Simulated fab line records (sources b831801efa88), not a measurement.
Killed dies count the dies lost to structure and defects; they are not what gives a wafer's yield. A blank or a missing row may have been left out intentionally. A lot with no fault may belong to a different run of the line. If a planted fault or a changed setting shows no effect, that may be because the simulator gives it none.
Which of the tools did it? ; flow sky130 ; 39 wafers from 13 lots sampled at 4 of the route's 708 steps

WHAT THE GAUGES READ, wafer by wafer
SKY_PAD_OPEN_BOW_MEAS_13. Usual: PAD_OPEN_BOW gives 45 um (standard deviation 8.7).
lot;measured;on;PAD_OPEN_BOW (um);flag
L825;day 45 10:59;filmMetro-02;55 48 44;
L826;day 45 13:31;filmMetro-03;40 37 41;
L828;day 47 09:01;filmMetro-01;46 44 54;
L830;day 47 16:47;filmMetro-02;38 45 51;
L831;day 47 21:46;filmMetro-03;48 53 46;
L832;day 48 03:55;filmMetro-02;34 41 39;
L834;day 48 11:35;filmMetro-01;39 45 41;
L835;day 48 10:10;filmMetro-01;46 37 31;
L837;day 48 19:27;filmMetro-03;41 21 37;
L838;day 49 00:25;filmMetro-01;31 34 27;
L839;day 49 06:27;filmMetro-02;43 52 57;
L845;day 50 11:16;filmMetro-03;35 42 41;
L847;day 50 15:31;filmMetro-01;56 53 66;

TOOL THAT RAN EACH LOT (tool first, then ch and the chambers of the sampled wafers, then the start)
lot;SKY_VT_ADJUST_NCORE_STRIP_10;SKY_VIA4_ETCH_12;SKY_PASSIVATION_CVD_00
L825;plasmaAsher-04 ch 0,1, day 8 07:42;rieDiel-04 ch 1,2,3, day 42 12:10;pecvd-03 ch 0,1,2, day 43 12:47
L826;plasmaAsher-03 ch 0,1, day 8 16:37;rieDiel-01 ch 1,2,3, day 42 14:18;pecvd-04 ch 0,1,2, day 43 15:35
L828;plasmaAsher-04 ch 0,1, day 10 10:20;rieDiel-01 ch 0,2, day 44 13:43;pecvd-01 ch 0,1,2, day 45 13:28
L830;plasmaAsher-04 ch 0,1, day 10 19:10;rieDiel-02 ch 1,2,3, day 44 21:58;pecvd-01 ch 0,1, day 45 21:12
L831;plasmaAsher-03 ch 1, day 11 02:39;rieDiel-02 ch 0,1,2, day 45 04:13;pecvd-01 ch 0,2, day 46 02:20
L832;plasmaAsher-03 ch 0,1, day 11 09:19;rieDiel-02 ch 0,3, day 45 09:33;pecvd-03 ch 0,1, day 46 08:23
L834;plasmaAsher-03 ch 0,1, day 11 15:05;rieDiel-01 ch 0,3, day 45 18:03;pecvd-03 ch 1,2, day 46 16:20
L835;plasmaAsher-03 ch 0,1, day 11 16:21;rieDiel-02 ch 0,1,2, day 45 16:46;pecvd-03 ch 0,1, day 46 15:46
L837;plasmaAsher-01 ch 0,1, day 12 06:00;rieDiel-01 ch 0,1,3, day 46 04:12;pecvd-04 ch 0,2, day 47 02:40
L838;plasmaAsher-04 ch 0,1, day 12 13:20;rieDiel-04 ch 1,2,3, day 46 08:15;pecvd-04 ch 1,2, day 47 06:47
L839;plasmaAsher-03 ch 0,1, day 12 17:03;rieDiel-02 ch 0,1,3, day 46 15:39;pecvd-01 ch 0,1,2, day 47 14:40
L845;plasmaAsher-03 ch 0,1, day 14 15:47;rieDiel-01 ch 0,2,3, day 48 02:31;pecvd-03 ch 0,1, day 49 00:07
L847;plasmaAsher-03 ch 0, day 15 02:57;rieDiel-02 ch 0,1,3, day 48 07:21;pecvd-03 ch 0,1,2, day 49 04:28
- SKY_VT_ADJUST_NCORE_STRIP_10: strips in O2/N2.
- SKY_VIA4_ETCH_12: etches SiO2 in C4F8/O2/Ar, stops on TiN, target depth 580 nm.
- SKY_PASSIVATION_CVD_00: deposits SiO2, target thk 90 nm.

WHAT THE TOOLS THEMSELVES READ (means of the sampled wafers that have a number; where no wafer has one, the mark that the record gives instead)
SKY_VT_ADJUST_NCORE_STRIP_10. Usual: drypumpMotorCurrentA 5.2 A, standard deviation 0.39; oesProductAu 0.715 a.u., standard deviation 0.0049; stripTimeToEndpointS 14.12 s, standard deviation 0.035.
lot;tool;drypumpMotorCurrentA (A);oesProductAu (a.u.);stripTimeToEndpointS (s);flag
L825;plasmaAsher-04;5.5;0.717;14.10;
L826;plasmaAsher-03;4.9;0.717;14.14;
L828;plasmaAsher-04;5.4;0.722;14.20;
L830;plasmaAsher-04;5.5;0.715;14.11;
L831;plasmaAsher-03;4.9;0.716;14.12;
L832;plasmaAsher-03;4.9;0.709;14.16;
L834;plasmaAsher-03;4.9;0.716;14.14;
L835;plasmaAsher-03;4.9;0.717;14.10;
L837;plasmaAsher-01;5.6;0.715;14.10;
L838;plasmaAsher-04;5.5;0.715;14.07;
L839;plasmaAsher-03;4.9;0.717;14.09;
L845;plasmaAsher-03;4.9;0.719;14.15;
L847;plasmaAsher-03;4.9;0.712;14.10;

SKY_VIA4_ETCH_12. Usual: 0.931 a.u. for oesProductAu, sd 0.0043.
lot;tool;oesProductAu (a.u.);flag
L825;rieDiel-04;0.929;
L826;rieDiel-01;0.932;
L828;rieDiel-01;0.935;
L830;rieDiel-02;0.932;
L831;rieDiel-02;0.934;
L832;rieDiel-02;0.930;
L834;rieDiel-01;0.930;
L835;rieDiel-02;0.929;
L837;rieDiel-01;0.933;
L838;rieDiel-04;0.931;
L839;rieDiel-02;0.929;
L845;rieDiel-01;0.933;
L847;rieDiel-02;0.932;

SKY_PASSIVATION_CVD_00. Usual: 719 W for heaterPowerW, sd 130.
lot;tool;heaterPowerW (W);flag
L825;pecvd-03;715;
L826;pecvd-04;616;
L828;pecvd-01;779;
L830;pecvd-01;688;
L831;pecvd-01;854;
L832;pecvd-03;706;
L834;pecvd-03;704;
L835;pecvd-03;763;
L837;pecvd-04;583;
L838;pecvd-04;693;
L839;pecvd-01;782;
L845;pecvd-03;766;
L847;pecvd-03;713;

THE ANSWER, worked out from the rows above alone
Rule: lot off if the mean of its wafers having a number is beyond 3 standard deviations from the usual mean. A lot without any number at a reading at which 4 lots or more have one is off too. Where the step has rows for the other lots, those lots are counted as sound. The gauges are gone through in route order, then the tools' own readings, and for those a lot's mean is taken as printed above. At the first step where some lot is off, the reading lying furthest off is the one used; lots without a number count as furthest.
Across all readings shown, no lot is off: no conclusion can be drawn from this.

WHAT WAS PUT IN BY THE SIMULATOR
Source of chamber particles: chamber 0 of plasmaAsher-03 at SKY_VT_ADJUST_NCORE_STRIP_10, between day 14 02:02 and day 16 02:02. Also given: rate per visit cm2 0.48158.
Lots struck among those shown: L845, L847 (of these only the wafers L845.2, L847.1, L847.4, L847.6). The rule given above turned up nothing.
